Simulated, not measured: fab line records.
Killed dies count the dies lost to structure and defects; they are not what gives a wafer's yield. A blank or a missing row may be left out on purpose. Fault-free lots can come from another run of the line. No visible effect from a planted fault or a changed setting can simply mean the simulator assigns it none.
fab line records ; flow sky130
record: lots: 12; wafers: 36; last-day: 50
route steps=708 shown LDD_HVN@276 SD_P@323 SD_N@346 LI_CONTACT@382 PAD_OPEN@708
lots that met no fault: taken from a fault-free run of the same line
start-h: hours from the record's first day to the start of the lot's first wafer shown ; wait-h: hours from the lot's prior step to this one ; " the same as in the row above ; L1.1+2: one row covering several wafers at once ; - no value present, or no start provided ; * or withheld: withheld ; < > ~ a bound
route shown NAME@n: NAME is a module with steps in the file, n the number in the route of the first one ; usual: mean and standard deviation over wafers with no fault ; same: alike in all rows ; chamber/n: place in a boat ; sites: per-site readings ; _std_site: standard deviation across them ; _edge_site: the outer-site mean with the inner-site mean subtracted ; radius-mm: how far each site lies from the wafer's centre ; mask NAME#n: copy n ; behind: the last tool/chamber to shape the wafer ; hold: what put the lot on hold/how long, in hours/how the hold closed ; device: transistor that didn't switch, given as n, p or np ; end of line: the same wafers' tests at the end of the route ; a step given without rows: its recipe and nothing more ; killed: not the wafer's yield, but the dies lost to structure and defects at the first sort ; map: a wafer's dies, x killed, . not, _ none there
set.NAME: the setting that was run; set.NAME@STEP: the one run at that earlier step ; model.NAME: the simulator's own value behind a step, which no gauge read
the route's steps for a sample of lots (tables are steps, rows are wafers)
services: from which hour (start-h, from the record's first day; less than 0 if before it) a tool's chamber was out of use, for how many hours, and why
== steps ==
step: SKY_LDD_HVN_STRIP_09
recipe: chemistry: O2/N2; power-w: 1400; pressure-mtorr: 1500; platen-temp-c: withheld; o2-flow-sccm: 3000; n2-flow-sccm: 300; overash-fraction: 0.5
usual: drypump-motor-current-A: 5.9/0.35; oes-product-au: 0.408/0.0042; strip-time-to-endpoint-s: 4.133/0.013
lot.wafer;tool;chamber;start-h;wait-h;drypump-motor-current-A;oes-product-au;rf-hours-counter-h;strip-time-to-endpoint-s
L787.1;plasma-asher-04;0;516.06;0.1;6.0;0.409;83;4.121
L787.2;plasma-asher-04;1;516.06;0.1;6.0;0.409;83;4.120
L787.6;plasma-asher-04;1;516.06;0.1;6.0;0.408;-;4.097
L788.1;plasma-asher-03;1;516.36;0.1;5.9;0.413;36;4.142
L788.4;plasma-asher-03;1;516.36;0.1;5.9;0.409;-;4.118
L788.5;plasma-asher-03;1;516.36;0.1;5.9;0.407;-;4.115
L791.2;plasma-asher-04;1;525.98;0.1;6.0;0.406;84;4.121
L791.5;plasma-asher-04;1;525.98;0.1;6.0;0.402;-;4.150
L791.6;plasma-asher-04;0;525.98;0.1;6.0;0.411;-;4.129
L790.3;plasma-asher-04;1;526.62;0.1;6.0;0.404;-;4.120
L790.4;plasma-asher-04;0;526.62;0.1;6.0;0.410;-;4.109
L790.5;plasma-asher-04;0;526.62;0.1;6.0;0.404;-;4.124
L792.3;plasma-asher-04;1;531.99;0.1;6.1;0.409;-;4.132
L792.5;plasma-asher-04;0;531.99;0.1;6.0;0.410;-;4.131
L792.6;plasma-asher-04;1;531.99;0.1;6.1;0.404;-;4.133
L794.1;plasma-asher-03;1;551.24;0.1;5.8;0.409;39;4.132
L794.2;plasma-asher-03;0;551.24;0.1;6.5;0.409;39;4.149
L794.4;plasma-asher-03;0;551.24;0.1;6.5;0.419;-;4.148
L796.3;plasma-asher-04;1;556.86;0.1;6.0;0.409;-;4.128
L796.5;plasma-asher-04;0;556.86;0.1;6.0;0.410;-;4.117
L796.6;plasma-asher-04;1;556.86;0.1;6.0;0.399;-;4.133
L797.1;plasma-asher-03;1;563.57;0.1;5.8;0.398;40;4.142
L797.2;plasma-asher-03;0;563.57;0.1;6.5;0.411;40;4.167
L797.4;plasma-asher-03;1;563.57;0.1;5.9;0.409;-;4.136
L805.1;plasma-asher-04;1;631.02;0.1;6.0;0.404;94;4.126
L805.3;plasma-asher-04;1;631.02;0.1;6.0;0.413;-;4.114
L805.6;plasma-asher-04;0;631.02;0.1;6.0;0.412;-;4.139
L806.1;plasma-asher-01;0;635.41;0.1;5.8;0.414;83;4.131
L806.3;plasma-asher-01;0;635.41;0.1;5.8;0.408;-;4.123
L806.5;plasma-asher-01;0;635.41;0.1;5.8;0.406;-;4.153
L807.3;plasma-asher-03;0;649.59;0.1;6.5;0.410;-;4.135
L807.5;plasma-asher-03;1;649.59;0.1;5.9;0.408;-;4.126
L807.6;plasma-asher-03;0;649.59;0.1;6.5;0.408;-;4.129
L808.1;plasma-asher-03;1;654.08;0.1;5.8;0.406;50;4.118
L808.2;plasma-asher-03;0;654.08;0.1;6.5;0.409;50;4.115
L808.5;plasma-asher-03;0;654.08;0.1;6.5;0.410;-;4.130
step: SKY_SD_P_SOFTBAKE_03
recipe: temp-c: 90; time-s: 62.55; resist: NOVOLAK
usual: heater-power-total-W: 56.52/0.047; plate-sensor-t-centre-C: 90.757/0.011; plate-sensor-t-edge-C: 90.829/0.0096
lot.wafer;tool;chamber;start-h;wait-h;heater-power-total-W;plate-sensor-t-centre-C;plate-sensor-t-edge-C
L787.1;litho-track-01;0;619.27;0.1;56.57;90.769;90.824
L787.2;litho-track-01;0;619.27;0.1;56.58;90.754;90.826
L787.6;litho-track-01;0;619.27;0.1;56.52;90.748;90.795
L788.1;litho-track-01;0;623.92;0.1;56.53;90.763;90.841
L788.4;litho-track-01;0;623.92;0.1;56.54;90.747;90.839
L788.5;litho-track-01;0;623.92;0.1;56.49;90.756;90.842
L791.2;litho-track-02;0;631.92;0.1;56.52;90.764;90.845
L791.5;litho-track-02;0;631.92;0.1;56.43;90.743;90.841
L791.6;litho-track-02;0;631.92;0.1;56.56;90.762;90.834
L790.3;litho-track-02;0;634.10;0.1;56.43;90.749;90.811
L790.4;litho-track-02;0;634.10;0.1;56.41;90.750;90.836
L790.5;litho-track-02;0;634.10;0.1;56.54;90.751;90.826
L792.3;litho-track-04;0;641.34;0.1;56.51;90.773;90.822
L792.5;litho-track-04;0;641.34;0.1;56.49;90.756;90.827
L792.6;litho-track-04;0;641.34;0.1;56.53;90.754;90.819
L794.1;litho-track-04;0;656.14;0.1;56.56;90.754;90.822
L794.2;litho-track-04;0;656.14;0.1;56.50;90.770;90.837
L794.4;litho-track-04;0;656.14;0.1;56.49;90.745;90.819
L796.3;litho-track-04;0;660.94;0.1;56.49;90.766;90.824
L796.5;litho-track-04;0;660.94;0.1;56.54;90.751;90.825
L796.6;litho-track-04;0;660.94;0.1;56.50;90.736;90.822
L797.1;litho-track-04;0;667.04;0.1;56.60;90.772;90.838
L797.2;litho-track-04;0;667.04;0.1;56.49;90.756;90.816
L797.4;litho-track-04;0;667.04;0.1;56.49;90.736;90.834
L805.1;litho-track-02;0;730.75;0.1;56.50;90.755;90.824
L805.3;litho-track-02;0;730.75;0.1;56.56;90.742;90.827
L805.6;litho-track-02;0;730.75;0.1;56.51;90.751;90.822
L806.1;litho-track-02;0;735.25;0.1;56.54;90.751;90.827
L806.3;litho-track-02;0;735.25;0.1;56.53;90.747;90.806
L806.5;litho-track-02;0;735.25;0.1;56.52;90.753;90.811
L807.3;litho-track-02;0;749.30;0.1;56.52;90.760;90.833
L807.5;litho-track-02;0;749.30;0.1;56.49;90.763;90.830
L807.6;litho-track-02;0;749.30;0.1;56.47;90.772;90.821
L808.1;litho-track-02;0;750.85;0.1;56.59;90.770;90.829
L808.2;litho-track-02;0;750.85;0.1;56.50;90.751;90.833
L808.5;litho-track-02;0;750.85;0.1;56.54;90.760;90.818
step: SKY_SD_N_EXPOSE_04
recipe: mask-id: NSDM; na: 0.6; source-shape: conventional; sigma-outer: 0.6; polarization: unpolarized; target-cd-nm: 380; dose-mj: 141
usual: exposure-dose-mJ-cm2: 141.01/0.14
lot.wafer;tool;chamber;start-h;wait-h;mask;exposure-dose-mJ-cm2
L787.1;iline-stepper-02;0;676.67;-;NSDM#0;140.97
L787.2;iline-stepper-02;0;676.67;-;NSDM#0;140.92
L787.6;iline-stepper-02;0;676.67;-;NSDM#0;141.04
L788.1;iline-stepper-01;0;681.29;-;NSDM#0;141.27
L788.4;iline-stepper-01;0;681.29;-;NSDM#0;141.04
L788.5;iline-stepper-01;0;681.29;-;NSDM#0;141.08
L791.2;iline-stepper-01;0;687.61;-;NSDM#0;140.77
L791.5;iline-stepper-01;0;687.61;-;NSDM#0;141.01
L791.6;iline-stepper-01;0;687.61;-;NSDM#0;141.05
L790.3;iline-stepper-01;0;689.38;-;NSDM#0;141.22
L790.4;iline-stepper-01;0;689.38;-;NSDM#0;141.08
L790.5;iline-stepper-01;0;689.38;-;NSDM#0;141.00
L792.3;iline-stepper-02;0;698.50;-;NSDM#0;141.12
L792.5;iline-stepper-02;0;698.50;-;NSDM#0;141.01
L792.6;iline-stepper-02;0;698.50;-;NSDM#0;140.94
L794.1;iline-stepper-02;0;712.36;-;NSDM#0;140.66
L794.2;iline-stepper-02;0;712.36;-;NSDM#0;140.84
L794.4;iline-stepper-02;0;712.36;-;NSDM#0;140.56
L796.3;iline-stepper-01;0;716.10;-;NSDM#0;141.11
L796.5;iline-stepper-01;0;716.10;-;NSDM#0;141.07
L796.6;iline-stepper-01;0;716.10;-;NSDM#0;141.28
L797.1;iline-stepper-01;0;721.75;-;NSDM#0;140.96
L797.2;iline-stepper-01;0;721.75;-;NSDM#0;141.03
L797.4;iline-stepper-01;0;721.75;-;NSDM#0;140.90
L805.1;iline-stepper-02;0;783.35;-;NSDM#0;129.90
L805.3;iline-stepper-02;0;783.35;-;NSDM#0;129.85
L805.6;iline-stepper-02;0;783.35;-;NSDM#0;129.98
L806.1;iline-stepper-02;0;789.09;-;NSDM#0;129.68
L806.3;iline-stepper-02;0;789.09;-;NSDM#0;129.66
L806.5;iline-stepper-02;0;789.09;-;NSDM#0;129.67
L807.3;iline-stepper-01;0;804.46;-;NSDM#0;140.92
L807.5;iline-stepper-01;0;804.46;-;NSDM#0;140.97
L807.6;iline-stepper-01;0;804.46;-;NSDM#0;140.80
L808.1;iline-stepper-01;0;804.89;-;NSDM#0;141.05
L808.2;iline-stepper-01;0;804.89;-;NSDM#0;141.01
L808.5;iline-stepper-01;0;804.89;-;NSDM#0;141.07
step: SKY_SD_N_CD_MEAS_07
recipe: target-cd-nm: 380
usual: cd-nm: 379.6/2.9
lot.wafer;tool;chamber;start-h;wait-h;cd-nm
L787.1;cd-sem-01;-;689.89;0.1;380.9
L787.2;cd-sem-01;-;689.89;0.1;383.8
L787.6;cd-sem-01;-;689.89;0.1;381.0
L788.1;cd-sem-02;-;694.70;0.1;378.0
L788.4;cd-sem-02;-;694.70;0.1;381.7
L788.5;cd-sem-02;-;694.70;0.1;380.8
L791.2;cd-sem-01;-;701.28;0.1;381.5
L791.5;cd-sem-01;-;701.28;0.1;378.2
L791.6;cd-sem-01;-;701.28;0.1;379.6
L790.3;cd-sem-02;-;703.53;0.1;377.1
L790.4;cd-sem-02;-;703.53;0.1;376.2
L790.5;cd-sem-02;-;703.53;0.1;375.6
L792.3;cd-sem-02;-;711.68;0.1;379.3
L792.5;cd-sem-02;-;711.68;0.1;380.2
L792.6;cd-sem-02;-;711.68;0.1;379.8
L794.1;cd-sem-01;-;726.29;0.1;376.8
L794.2;cd-sem-01;-;726.29;0.1;374.2
L794.4;cd-sem-01;-;726.29;0.1;373.6
L796.3;cd-sem-02;-;730.43;0.1;375.1
L796.5;cd-sem-02;-;730.43;0.1;376.4
L796.6;cd-sem-02;-;730.43;0.1;375.3
L797.1;cd-sem-01;-;735.54;0.1;381.9
L797.2;cd-sem-01;-;735.54;0.1;382.7
L797.4;cd-sem-01;-;735.54;0.1;382.2
L805.1;cd-sem-01;-;796.89;0.1;352.3
L805.3;cd-sem-01;-;796.89;0.1;356.7
L805.6;cd-sem-01;-;796.89;0.1;355.3
L806.1;cd-sem-02;-;802.40;0.1;357.5
L806.3;cd-sem-02;-;802.40;0.1;356.4
L806.5;cd-sem-02;-;802.40;0.1;353.8
L807.3;cd-sem-01;-;817.53;0.1;385.1
L807.5;cd-sem-01;-;817.53;0.1;384.8
L807.6;cd-sem-01;-;817.53;0.1;385.4
L808.1;cd-sem-02;-;817.99;0.1;383.1
L808.2;cd-sem-02;-;817.99;0.1;380.4
L808.5;cd-sem-02;-;817.99;0.1;380.2
step: SKY_LI_CONTACT_SPUTTER_20
recipe: material: TiN; target-thk-nm: 20; chamber-pressure-pa: 5; power-w: 4000; time-s: 80
usual: throttle-valve-pct: 29.7/1.5
lot.wafer;tool;chamber;start-h;wait-h;throttle-valve-pct
L787.1;pvd-sputter-02;-;719.37;0.0;25.8
L787.2;pvd-sputter-02;-;719.37;0.0;30.1
L787.6;pvd-sputter-02;-;719.37;0.0;31.5
L788.1;pvd-sputter-04;-;724.24;0.0;29.7
L788.4;pvd-sputter-04;-;724.24;0.0;28.7
L788.5;pvd-sputter-04;-;724.24;0.0;29.1
L791.2;pvd-sputter-01;-;732.24;0.0;31.9
L791.5;pvd-sputter-01;-;732.24;0.0;31.2
L791.6;pvd-sputter-01;-;732.24;0.0;32.0
L790.3;pvd-sputter-04;-;733.52;0.0;27.9
L790.4;pvd-sputter-04;-;733.52;0.0;29.1
L790.5;pvd-sputter-04;-;733.52;0.0;28.8
L792.3;pvd-sputter-02;-;741.95;0.0;25.7
L792.5;pvd-sputter-02;-;741.95;0.0;30.1
L792.6;pvd-sputter-02;-;741.95;0.0;31.7
L794.1;pvd-sputter-04;-;755.44;0.0;29.8
L794.2;pvd-sputter-04;-;755.44;0.0;28.9
L794.4;pvd-sputter-04;-;755.44;0.0;27.9
L796.3;pvd-sputter-02;-;759.32;0.0;31.9
L796.5;pvd-sputter-02;-;759.32;0.0;31.5
L796.6;pvd-sputter-02;-;759.32;0.0;30.2
L797.1;pvd-sputter-01;-;763.76;0.0;29.3
L797.2;pvd-sputter-01;-;763.76;0.0;31.8
L797.4;pvd-sputter-01;-;763.76;0.0;29.1
L805.1;pvd-sputter-01;-;826.02;0.0;29.3
L805.3;pvd-sputter-01;-;826.02;0.0;31.9
L805.6;pvd-sputter-01;-;826.02;0.0;31.3
L806.1;pvd-sputter-02;-;831.12;0.0;29.0
L806.3;pvd-sputter-02;-;831.12;0.0;25.9
L806.5;pvd-sputter-02;-;831.12;0.0;31.7
L807.3;pvd-sputter-04;-;845.14;0.0;29.0
L807.5;pvd-sputter-04;-;845.14;0.0;29.0
L807.6;pvd-sputter-04;-;845.14;0.0;29.8
L808.1;pvd-sputter-04;-;845.80;0.0;27.9
L808.2;pvd-sputter-04;-;845.80;0.0;29.3
L808.5;pvd-sputter-04;-;845.80;0.0;28.0
step: SKY_PAD_OPEN_PROBE_99
usual: killed_at_M0_to_M3: 43/7.4; killed_at_M4_up: 3.5/2.1; killed-at-contacts: 24/5.4; killed-at-front-end: 15/4.7; killed-at-other: 0.2/0.44; killed-dies: 85/10; killed-open: 47/7.1; killed-short: 38/7
same: gross-dies: 492; killed-at-back-side: 0
lot.wafer;tool;chamber;start-h;wait-h;killed_at_M0_to_M3;killed_at_M4_up;killed-at-contacts;killed-at-front-end;killed-at-other;killed-dies;killed-open;killed-short
L791.2;prober-01;-;1118.65;0.1;29;4;29;12;0;74;42;32
L791.5;prober-01;-;1118.80;0.2;49;5;17;9;0;80;43;37
L791.6;prober-01;-;1118.85;0.2;42;8;23;15;1;89;42;47
L790.3;prober-02;-;1121.81;0.2;52;3;35;9;1;100;60;40
L790.4;prober-02;-;1121.86;0.2;35;5;25;18;0;83;56;27
L790.5;prober-02;-;1121.91;0.2;35;1;30;17;0;83;42;41
L792.3;prober-02;-;1127.48;0.2;32;7;24;28;0;91;50;41
L792.5;prober-02;-;1127.58;0.2;40;5;33;15;1;94;62;32
L792.6;prober-02;-;1127.63;0.2;37;2;24;13;0;76;44;32
L794.1;prober-02;-;1132.81;0.1;25;3;37;21;0;86;44;42
L794.2;prober-02;-;1132.86;0.1;42;4;35;17;0;98;46;52
L794.4;prober-02;-;1132.96;0.2;50;6;19;19;0;94;57;37
L796.3;prober-01;-;1140.55;0.2;36;1;21;15;0;73;29;44
L796.5;prober-01;-;1140.65;0.2;35;2;31;13;1;82;45;37
L796.6;prober-01;-;1140.70;0.2;49;1;25;19;0;94;69;25
L797.1;prober-02;-;1141.71;0.1;38;1;22;13;0;74;45;29
L797.2;prober-02;-;1141.76;0.1;43;7;20;36;0;106;58;48
L797.4;prober-02;-;1141.86;0.2;44;2;31;14;0;91;52;39
L806.1;prober-01;-;1185.21;0.1;59;4;34;9;0;106;48;57
killed by level:class
L791.2 LOCAL_INTERCONNECT:geometric-particle:short=9 CONTACT:geometric-particle:open=9 LI_CONTACT:geometric-particle:open=6 VIA1:geometric-particle:open=6 POLY_GATE:geometric-particle:open=5 VIA1:geometric-particle:short=5 VIA3:geometric-particle:open=4 VIA2:geometric-particle:open=4
L791.5 VIA1:geometric-particle:open=10 VIA2:geometric-particle:open=9 VIA1:geometric-particle:short=6 LI_CONTACT:geometric-particle:open=5 LOCAL_INTERCONNECT:geometric-particle:short=5 METAL1:geometric-particle:short=5 VIA2:geometric-particle:short=4 METAL2:geometric-particle:short=4
L791.6 CONTACT:geometric-particle:open=9 VIA1:geometric-particle:open=9 POLY_GATE:geometric-particle:short=6 VIA1:geometric-particle:short=6 METAL4:geometric-particle:short=6 LI_CONTACT:geometric-particle:short=5 VIA2:geometric-particle:short=5 VIA3:geometric-particle:open=5
L790.3 VIA1:geometric-particle:open=19 CONTACT:geometric-particle:open=12 LI_CONTACT:geometric-particle:open=9 VIA2:geometric-particle:open=8 LI_CONTACT:geometric-particle:short=6 VIA3:geometric-particle:open=6 METAL1:geometric-particle:short=5 CONTACT:geometric-particle:short=4
L790.4 VIA2:geometric-particle:open=10 LI_CONTACT:geometric-particle:open=9 CONTACT:geometric-particle:open=9 VIA1:geometric-particle:open=9 FIELD_ISO:geometric-particle:open=6 VIA3:geometric-particle:open=5 FIELD_ISO:geometric-particle:short=4 POLY_GATE:geometric-particle:open=3
L790.5 LI_CONTACT:geometric-particle:open=10 VIA1:geometric-particle:open=10 CONTACT:geometric-particle:short=7 LOCAL_INTERCONNECT:geometric-particle:short=6 VIA2:geometric-particle:open=6 FIELD_ISO:geometric-particle:short=4 CONTACT:geometric-particle:open=4 METAL2:geometric-particle:short=4
L792.3 LI_CONTACT:geometric-particle:open=9 FIELD_ISO:geometric-particle:open=7 CONTACT:geometric-particle:open=7 POLY_GATE:geometric-particle:short=6 LOCAL_INTERCONNECT:geometric-particle:short=6 POLY_GATE:geometric-particle:open=5 VIA2:geometric-particle:open=5 FIELD_ISO:geometric-particle:short=4
L792.5 CONTACT:geometric-particle:open=16 VIA1:geometric-particle:open=10 LI_CONTACT:geometric-particle:open=8 CONTACT:geometric-particle:short=7 VIA3:geometric-particle:open=7 VIA2:geometric-particle:open=7 FIELD_ISO:geometric-particle:short=4 FIELD_ISO:geometric-particle:open=4
L792.6 CONTACT:geometric-particle:open=12 VIA1:geometric-particle:open=9 METAL1:geometric-particle:short=5 VIA1:geometric-particle:short=5 VIA3:geometric-particle:open=5 VIA2:geometric-particle:open=4 LI_CONTACT:geometric-particle:open=4 FIELD_ISO:geometric-particle:open=3
L794.1 CONTACT:geometric-particle:short=11 CONTACT:geometric-particle:open=11 LI_CONTACT:geometric-particle:open=8 FIELD_ISO:geometric-particle:short=6 VIA2:geometric-particle:open=6 FIELD_ISO:geometric-particle:open=5 METAL1:geometric-particle:short=4 LI_CONTACT:geometric-particle:short=4
L794.2 CONTACT:geometric-particle:open=12 LOCAL_INTERCONNECT:geometric-particle:short=9 VIA2:geometric-particle:open=8 METAL1:geometric-particle:short=7 VIA1:geometric-particle:open=7 FIELD_ISO:geometric-particle:short=6 LI_CONTACT:geometric-particle:open=6 VIA1:geometric-particle:short=5
L794.4 VIA1:geometric-particle:open=17 CONTACT:geometric-particle:open=11 VIA3:geometric-particle:open=9 METAL1:geometric-particle:short=7 POLY_GATE:geometric-particle:short=5 METAL4:geometric-particle:short=5 METAL3:geometric-particle:short=4 POLY_GATE:geometric-particle:open=4
L796.3 VIA1:geometric-particle:open=8 METAL1:geometric-particle:short=6 POLY_GATE:geometric-particle:short=6 LOCAL_INTERCONNECT:geometric-particle:short=6 VIA3:geometric-particle:short=6 METAL2:geometric-particle:short=5 VIA3:geometric-particle:open=5 LI_CONTACT:geometric-particle:open=4
L796.5 VIA1:geometric-particle:open=11 LI_CONTACT:geometric-particle:open=9 VIA3:geometric-particle:open=6 CONTACT:geometric-particle:short=6 LI_CONTACT:geometric-particle:short=5 CONTACT:geometric-particle:open=5 VIA2:geometric-particle:open=5 POLY_GATE:geometric-particle:short=4
L796.6 VIA1:geometric-particle:open=17 FIELD_ISO:geometric-particle:open=9 LI_CONTACT:geometric-particle:open=9 VIA3:geometric-particle:open=8 VIA2:geometric-particle:open=7 CONTACT:geometric-particle:open=7 FIELD_ISO:geometric-particle:short=5 POLY_GATE:geometric-particle:open=4
L797.1 VIA2:geometric-particle:open=9 CONTACT:geometric-particle:open=8 LI_CONTACT:geometric-particle:open=6 VIA3:geometric-particle:short=6 POLY_GATE:geometric-particle:open=5 VIA1:geometric-particle:open=5 FIELD_ISO:geometric-particle:open=4 METAL1:geometric-particle:short=4
L797.2 VIA1:geometric-particle:open=18 FIELD_ISO:geometric-particle:open=10 CONTACT:geometric-particle:open=10 POLY_GATE:geometric-particle:short=10 FIELD_ISO:geometric-particle:short=7 VIA1:geometric-particle:short=7 METAL4:geometric-particle:short=5 SPACER:geometric-particle:open=4
L797.4 LI_CONTACT:geometric-particle:open=12 VIA1:geometric-particle:open=10 VIA2:geometric-particle:open=9 CONTACT:geometric-particle:open=7 CONTACT:geometric-particle:short=6 METAL1:geometric-particle:short=6 SPACER:geometric-particle:short=4 LI_CONTACT:geometric-particle:short=4
L806.1 METAL2:geometric-particle:short=10 LI_CONTACT:geometric-particle:open=9 VIA1:geometric-particle:open=9 VIA2:geometric-particle:open=8 CONTACT:geometric-particle:open=8 LI_CONTACT:geometric-particle:short=7 CONTACT:geometric-particle:short=7 VIA1:geometric-particle:short=6
== services ==
tool;chamber;start-h;hours;kind
iline-stepper-01;-;494.60;1.6;repair
pvd-sputter-01;-;495.44;11.8;repair
pvd-sputter-01;-;498.45;4.0;repair
pvd-sputter-01;-;542.01;1.4;repair
plasma-asher-04;-;547.84;2.8;pm
pvd-sputter-01;-;570.64;6.8;repair
iline-stepper-01;-;574.76;16.1;repair
iline-stepper-01;-;590.90;1.7;pm
iline-stepper-02;-;596.60;6.4;repair
plasma-asher-04;-;605.25;3.5;repair
iline-stepper-01;-;615.20;2.1;pm
plasma-asher-04;-;639.74;12.4;repair
pvd-sputter-04;-;682.67;12.2;repair
pvd-sputter-02;-;684.67;4.6;repair
iline-stepper-02;-;703.56;1.7;pm
pvd-sputter-02;-;716.49;2.7;repair
iline-stepper-01;-;717.39;3.1;repair
plasma-asher-04;-;733.75;9.0;pm
pvd-sputter-02;-;803.75;4.4;repair
iline-stepper-01;-;808.81;1.7;pm
plasma-asher-04;-;814.16;3.2;repair
pvd-sputter-04;-;828.49;2.8;repair
plasma-asher-04;-;839.51;3.7;repair
iline-stepper-02;-;839.71;2.1;pm
== key ==
first-sign: step: SKY_SD_N_EXPOSE_04; reading: exposure-dose-mJ-cm2; direction: down; sigmas: 81; usual: *; struck: *
effect: step: SKY_SD_N_CD_MEAS_07; reading: cd-nm; direction: down; sigmas: 8.4; usual: 379.6; struck: 355.3
met-at SKY_SD_N_EXPOSE_04
struck-lots L805,L806
tester-left-out L805,L806
not-acting-at SKY_LDD_HVN_STRIP_09,SKY_SD_P_SOFTBAKE_03,SKY_LI_CONTACT_SPUTTER_20
onset-between 712.36 783.35
fault: kind: process-parameter-drift; tool: iline-stepper-02; chamber: -; onset-h: 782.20; steps: SKY_SD_N_EXPOSE_04; channel: dose-mj; offset: -11.186; shape: step; acts-in: these-recipes-only; stated: 141
tester-left-out: of these lots the tester's yield and bins aren't shown, on N5 and GAA mostly nor the transistor test; their killed dies are dies lost to structure and defects alone, not to doping, threshold or leakage, so they don't give the yield
